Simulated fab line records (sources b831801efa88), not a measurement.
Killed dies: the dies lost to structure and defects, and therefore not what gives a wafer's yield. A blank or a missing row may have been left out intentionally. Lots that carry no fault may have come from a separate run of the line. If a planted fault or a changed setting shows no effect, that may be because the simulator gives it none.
Shared-tool check + flow sky130 + 12 lots and 36 wafers in the sample

THE REASON FOR OPENING IT
At SKY_SD_N_RS_MEAS_16 the reading SD_N_RS is flagged on 2 of 12 lots. Fault-free wafers read 68.54 ohm/sq, with a standard deviation of 0.13.
Rule: a lot is flagged when every wafer of it that has a number lies more than 4 standard deviations from that mean, or none has a number. The other lots count as sound.

| lot  | measured     | on            | SD_N_RS (ohm/sq), wafer by wafer | flag    |
|------|--------------|---------------|----------------------------------|---------|
| L456 | day 28 04:59 | film-metro-04 | 68.65 68.68 68.56                |         |
| L457 | day 28 15:31 | film-metro-02 | 68.72 68.60 68.77                |         |
| L458 | day 28 20:07 | film-metro-04 | 68.68 68.57 68.49                |         |
| L460 | day 29 18:27 | film-metro-04 | 68.67 68.80 68.67                |         |
| L461 | day 29 20:08 | film-metro-03 | 68.45 68.39 68.58                |         |
| L462 | day 30 06:46 | film-metro-04 | 68.40 68.36 68.41                |         |
| L463 | day 30 19:36 | film-metro-03 | 68.32 68.33 68.50                |         |
| L465 | day 31 08:29 | film-metro-03 | 68.41 68.27 68.51                |         |
| L467 | day 32 03:10 | film-metro-04 | 68.59 68.55 68.58                |         |
| L468 | day 32 13:06 | film-metro-02 | 68.57 68.60 68.57                |         |
| L470 | day 33 14:37 | film-metro-02 | 66.78 66.80 66.86                | FLAGGED |
| L472 | day 34 08:50 | film-metro-02 | 66.57 66.60 66.79                | FLAGGED |
On average the flagged lots' numbers are 66.73 ohm/sq, which is -1.81 ohm/sq against the usual, or -14 standard deviations.

TOOL THAT RAN EACH LOT
The record holds 2 process steps before the reading, out of a route of 708 steps. In each cell: the tool, then ch and the chambers that the sampled wafers went through, then the start.
| lot  | flag    | SKY_POLY_CUT_STRIP_12                | SKY_SD_N_RTA_14                  |
|------|---------|--------------------------------------|----------------------------------|
| L456 |         | plasma-asher-03 ch 0,1, day 24 11:46 | rtp-anneal-02 ch 0, day 28 04:48 |
| L457 |         | plasma-asher-02 ch 0,1, day 24 23:13 | rtp-anneal-01 ch 0, day 28 15:20 |
| L458 |         | plasma-asher-02 ch 1, day 25 04:40   | rtp-anneal-02 ch 0, day 28 19:56 |
| L460 |         | plasma-asher-03 ch 0, day 26 04:01   | rtp-anneal-02 ch 0, day 29 18:16 |
| L461 |         | plasma-asher-02 ch 0,1, day 26 05:02 | rtp-anneal-01 ch 0, day 29 19:58 |
| L462 |         | plasma-asher-02 ch 0,1, day 26 17:47 | rtp-anneal-02 ch 0, day 30 06:35 |
| L463 |         | plasma-asher-02 ch 0, day 27 05:14   | rtp-anneal-01 ch 0, day 30 19:25 |
| L465 |         | plasma-asher-03 ch 0,1, day 27 19:25 | rtp-anneal-01 ch 0, day 31 08:19 |
| L467 |         | plasma-asher-03 ch 0,1, day 28 15:17 | rtp-anneal-01 ch 0, day 32 02:58 |
| L468 |         | plasma-asher-04 ch 0,1, day 29 01:55 | rtp-anneal-02 ch 0, day 32 12:55 |
| L470 | FLAGGED | plasma-asher-03 ch 0,1, day 30 03:18 | rtp-anneal-01 ch 0, day 33 14:25 |
| L472 | FLAGGED | plasma-asher-04 ch 0,1, day 30 22:14 | rtp-anneal-01 ch 0, day 34 08:39 |
What these steps do:
- SKY_POLY_CUT_STRIP_12: strips in O2/N2.
- SKY_SD_N_RTA_14: time 2 s.
- SKY_SD_N_RS_MEAS_16: measures by four-point-probe.

FLAGGED OVER TOTAL, TOOL BY TOOL (the gauges that took the reading come last)
| step                  | tool            | lots run | flagged | share of the flagged lots | sound lots run after its first flagged lot |
|-----------------------|-----------------|----------|---------|---------------------------|--------------------------------------------|
| SKY_POLY_CUT_STRIP_12 | plasma-asher-02 | 5        | 0       | none                      | -                                          |
| SKY_POLY_CUT_STRIP_12 | plasma-asher-03 | 5        | 1       | some                      | 0                                          |
| SKY_POLY_CUT_STRIP_12 | plasma-asher-04 | 2        | 1       | some                      | 0                                          |
| SKY_SD_N_RTA_14       | rtp-anneal-01   | 7        | 2       | all                       | 0                                          |
| SKY_SD_N_RTA_14       | rtp-anneal-02   | 5        | 0       | none                      | -                                          |
| SKY_SD_N_RS_MEAS_16   | film-metro-02   | 4        | 2       | all                       | 0                                          |
| SKY_SD_N_RS_MEAS_16   | film-metro-03   | 3        | 0       | none                      | -                                          |
| SKY_SD_N_RS_MEAS_16   | film-metro-04   | 5        | 0       | none                      | -                                          |

WHAT THE TABLE ALLOWS
Every flagged lot went through 2 rows of the table: rtp-anneal-01 at SKY_SD_N_RTA_14 and film-metro-02 at SKY_SD_N_RS_MEAS_16.
- rtp-anneal-01 at SKY_SD_N_RTA_14: 2 of its 7 lots flagged. Its last sound lot is L467 (day 32 02:58), its first flagged lot L470 (day 33 14:25): a fault that began between those two fits. Its own readings lie more than 4 standard deviations out on every wafer of the flagged lots: wafer_temp_C_max.
- film-metro-02 at SKY_SD_N_RS_MEAS_16: 2 of its 4 lots flagged. Its last sound lot is L468 (day 32 13:06), its first flagged lot L470 (day 33 14:37): a fault that began between those two fits.
Because each of these 2 tools fits a fault that began at some hour, counting lots does not separate them. More lots, or a look at what each step does to the wafer, might.

WHAT HAD BEEN PUT IN BY THE SIMULATOR
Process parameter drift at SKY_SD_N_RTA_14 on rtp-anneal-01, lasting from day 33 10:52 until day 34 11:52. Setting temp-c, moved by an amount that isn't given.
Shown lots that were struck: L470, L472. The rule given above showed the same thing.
